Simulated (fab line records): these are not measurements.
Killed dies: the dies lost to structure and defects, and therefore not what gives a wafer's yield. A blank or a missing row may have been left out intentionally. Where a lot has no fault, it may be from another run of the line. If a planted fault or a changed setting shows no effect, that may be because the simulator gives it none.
2 desks looking at one fault	flow gf180mcu	what lay behind the numbers comes last; until then each desk has only its own

## FROM THE METROLOGY DESK
What the gauges read, lot by lot, whatever tool the lot ran on: means of the sampled wafers that have a number. Any lot whose mean is over 4 standard deviations away from the usual mean is out of limits and marked OUT; that distance is given in the brackets.
Columns: A = cd nm at GF_M5_CD_MEAS_07, usual 280.2 nm; B = M5_OVL at GF_M5_OVL_MEAS_08, usual 3 nm
lot	first seen here	A	B
L668	day 28 15:34	280.6	3
L669	day 29 00:04	278.7	9
L674	day 30 08:53	279.7	-10
L676	day 30 19:51	280.5	3
L677	day 31 03:58	278.9	3
L683	day 32 14:20	279.5	9
This desk's verdict: no lot among the 6 shows anything out of limits.

## AT THE TOOL OWNER'S DESK: rie diel-04
The tool's own readings at GF_M5_ETCH_09 (etches Si3N4 in CF4/O2, target depth 52 nm, time 11.6 s): means of the sampled wafers that have a number, for each lot that ran on this tool. Any lot whose mean is over 4 standard deviations away from the usual mean is out of limits and marked OUT; that distance is given in the brackets.
Columns: A = chamber pressure mTorr at GF_M5_ETCH_09, usual 150.01 mTorr; B = drypump motor current A at GF_M5_ETCH_09, usual 5.8 A; C = oes product au at GF_M5_ETCH_09, usual 0.997 a.u.; D = rf fwd power W at GF_M5_ETCH_09, usual 787 W; E = throttle valve pct at GF_M5_ETCH_09, usual 5.969 %
lot	first seen here	A	B	C	D	E
L674	day 30 09:01	149.96	6.1	1.007	785	5.972
L676	day 30 20:01	150.00	5.2	0.923 (-5.3) OUT	661 (-28) OUT	5.952
L677	day 31 04:04	150.01	5.6	0.913 (-6.0) OUT	662 (-28) OUT	5.951
This desk finds L676, L677 out of limits, L676 being first, at day 30 20:01 (oes product au at GF_M5_ETCH_09). Within limits: L674.

## BROUGHT TOGETHER
An alarm could have come from the tool owner's desk at day 30 20:01, on L676, L677.
The metrology desk saw nothing out of limits.
The metrology desk holds a record of L676, L677, inside its limits.
Of the lots named, all ran GF_M5_ETCH_09 on rie diel-04.

## WHAT THE SIMULATOR HAD PUT IN
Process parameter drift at GF_M5_ETCH_09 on rie diel-04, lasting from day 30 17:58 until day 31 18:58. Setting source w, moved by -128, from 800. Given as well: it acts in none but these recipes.
Lots struck among those shown: L676, L677.
Hours from the fault's start to each desk's first reading out of limits: the tool owner's desk, 2.
